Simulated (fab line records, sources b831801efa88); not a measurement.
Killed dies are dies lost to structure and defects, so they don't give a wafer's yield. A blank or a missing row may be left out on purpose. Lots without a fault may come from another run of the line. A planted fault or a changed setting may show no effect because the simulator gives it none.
A struck lot beside a sound one | flow sfq_line | 13 steps out of a route of 325
Sound: wafers L314.1, L314.5, L314.6. Struck: wafers L312.2, L312.3, L312.6. The cause comes at the end.
At each step with rows: each side's tool, then ch and its chambers, then its first start. Under that, the readings that differ: sound wafers | struck wafers | difference of the means | sigmas: that difference in standard deviations of wafers without a fault.
alike: readings whose means differ by less than 2 such deviations, and words and numbers that are the same on both sides. not compared: withheld readings, readings that some wafer has no value for, bounds like >300 that may hide the same value, and numbers for which the record gives no deviation and whose values overlap.
The two part at a step that has a row with sigmas, a row that says differs or no value, or rows on one side only. Numbers that don't overlap but have no deviation are shown without sigmas and don't part them. A reading that every wafer of one side lacks parts them only if that side has two wafers or more.

first, 1 step without rows for these wafers: SFQ_TRILAYER_JJ_TRILAYER_DEP_PRE_CLEAN_113 (time 22.5 s).
SFQ_TRILAYER_JJ_TRILAYER_DEP_SPUTTER_109: material Nb, target thk 150 nm, time 100 s.
  sound on pvd_sputter-05, day 63 22:05; struck on pvd_sputter-03, day 63 17:17
  alike: chamber_pressure_pa, throttle_valve_pct
SFQ_TRILAYER_JJ_TRILAYER_DEP_SPUTTER_110: material Al, target thk 8 nm, time 10 s.
  sound on pvd_sputter-05, day 63 22:10; struck on pvd_sputter-03, day 63 17:22
  alike: chamber_pressure_pa, throttle_valve_pct
then, 1 step without rows for these wafers: SFQ_TRILAYER_JJ_TRILAYER_DEP_AL_OXIDATION_111 (oxidation time 600 s).
SFQ_TRILAYER_JJ_TRILAYER_DEP_SPUTTER_112: material Nb, target thk 170 nm, time 113.3 s.
  sound on pvd_sputter-05, day 63 23:11; struck on pvd_sputter-03, day 63 18:23
  alike: chamber_pressure_pa, throttle_valve_pct
SFQ_JJ_RS_MEAS_929: measures by four-point-probe.
  sound on film_metro-01, day 63 23:16; struck on film_metro-01, day 63 18:29
  alike: JJ_NB_RS
then, 5 steps without rows for these wafers: SFQ_TRILAYER_JJ_CE_LITHO_COAT_119 (resist thk 62 nm); SFQ_TRILAYER_JJ_CE_LITHO_COAT_114 (resist thk 600 nm); SFQ_TRILAYER_JJ_CE_LITHO_SOFTBAKE_118; SFQ_TRILAYER_JJ_CE_LITHO_EXPOSE_115 (exposes mask J5, target cd 700 nm); SFQ_TRILAYER_JJ_CE_LITHO_PEB_117 (peb time 60 s).
SFQ_TRILAYER_JJ_CE_LITHO_DEVELOP_116: time 60 s.
  sound on litho_track-04 ch 0, day 68 13:32; struck on litho_track-03, day 64 10:43
  no value came back on the struck wafers for chill_plate_temp_C (C), exhaust_pa (Pa); on the sound wafers chill_plate_temp_C (C) reads 22.95 22.92 22.86
  reading                                                | sound             | struck            | difference | sigmas
  model.KrF_of_TRILAYER_JJ_CE_LITHO_COAT_114.thk_nm (nm) | 571.5 572.3 572.4 | 599.8 599.4 599.2 | +27.4      |
SFQ_JJ_OVL_MEAS_931:
  sound on overlay-02, day 68 13:41; struck on overlay-02, day 64 10:50
  reading     | sound   | struck | difference                    | sigmas
  J5_OVL (nm) | -6 -3 2 | - - -  | no value on the struck wafers |

WHERE THEY PART
First at SFQ_TRILAYER_JJ_CE_LITHO_DEVELOP_116; last, within this record, at SFQ_JJ_OVL_MEAS_931.

WHY: what the simulator had put in
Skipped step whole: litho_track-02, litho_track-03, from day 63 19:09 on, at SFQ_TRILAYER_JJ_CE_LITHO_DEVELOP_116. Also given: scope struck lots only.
